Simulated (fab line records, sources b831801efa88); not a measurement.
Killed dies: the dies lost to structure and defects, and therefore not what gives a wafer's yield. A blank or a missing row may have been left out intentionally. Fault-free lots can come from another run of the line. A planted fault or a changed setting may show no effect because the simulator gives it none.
A single fault, viewed from 2 desks + flow gf180mcu + only its own numbers are on each desk; what lay behind them is given at the end

== THE METROLOGY DESK ==
Lot by lot, what the gauges showed, no matter which tool ran the lot: averages of those sampled wafers that carry a number. Any lot whose mean is over 4 standard deviations away from the usual mean is out of limits and marked OUT; that distance is given in the brackets.
Columns: A = M1_ALCU_THK at GF_M1_THK_MEAS_06, usual 450 nm
| lot  | first seen here | A   |
|------|-----------------|-----|
| L631 | day 16 23:10    | 452 |
| L632 | day 17 07:06    | 457 |
| L633 | day 17 15:21    | 446 |
| L635 | day 18 10:20    | 453 |
| L637 | day 19 05:45    | 445 |
| L638 | day 19 10:08    | 446 |
| L639 | day 20 05:27    | 438 |
| L645 | day 22 07:04    | 452 |
| L646 | day 22 10:40    | 445 |
| L647 | day 22 19:57    | 450 |
| L648 | day 23 00:43    | 449 |
| L649 | day 23 07:57    | 449 |
| L650 | day 23 17:16    | 454 |
| L651 | day 23 23:01    | 456 |
Result from this desk: across the 14 lots, nothing is out of limits.

== FOR THE TOOL OWNER'S DESK: cmp-01 ==
The tool's own readings at GF_CONTACT_CMP_27 (polishes, stops on SiO2, t overpolish 15 s, target thk 0 nm): means of the sampled wafers that have a number, for each lot that ran on this tool. Any lot whose mean is over 4 standard deviations away from the usual mean is out of limits and marked OUT; that distance is given in the brackets.
Columns: A = head-pressure-psi at GF_CONTACT_CMP_27, usual 3.501 psi; B = motor-current-A at GF_CONTACT_CMP_27, usual 12.2 A; C = overpolish-run-s at GF_CONTACT_CMP_27, usual 15.000 s; D = time-to-endpoint-s at GF_CONTACT_CMP_27, usual 73.2 s
| lot  | first seen here | A               | B    | C                        | D               |
|------|-----------------|-----------------|------|--------------------------|-----------------|
| L635 | day 18 09:44    | 3.499           | 11.4 | 14.998                   | 73.6            |
| L637 | day 19 05:13    | 3.500           | 10.5 | 15.001                   | 76.1            |
| L638 | day 19 09:30    | 2.986 (-71) OUT | 9.7  | 10.013 (-99 or more) OUT | 89.3 (+5.4) OUT |
| L639 | day 20 04:53    | 2.992 (-70) OUT | 9.0  | 10.011 (-99 or more) OUT | 88.2 (+5.0) OUT |
| L646 | day 22 10:09    | 3.505           | 10.1 | 15.003                   | 73.8            |
| L647 | day 22 19:21    | 3.505           | 10.5 | 15.005                   | 76.6            |
| L649 | day 23 07:24    | 3.496           | 10.9 | 15.008                   | 71.8            |
This desk finds L638, L639 out of limits, L638 being first, at day 19 09:30 (head-pressure-psi at GF_CONTACT_CMP_27). Within limits: L635, L637, L646, L647, L649.

== ALL TOGETHER ==
The tool owner's desk had the chance to raise an alarm at day 19 09:30 on L638, L639.
Nothing out of limits was seen by the metrology desk.
The metrology desk holds a record of L638, L639, inside its limits.
On cmp-01, each named lot ran GF_CONTACT_CMP_27.

== WHAT THE SIMULATOR HAD INSERTED ==
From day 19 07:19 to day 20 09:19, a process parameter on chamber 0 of cmp-01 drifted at GF_CONTACT_CMP_27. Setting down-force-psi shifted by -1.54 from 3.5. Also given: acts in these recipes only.
Shown lots that were struck: L638, L639.
Each desk's first reading out of limits, in hours after the fault started: the tool owner's desk, 2.
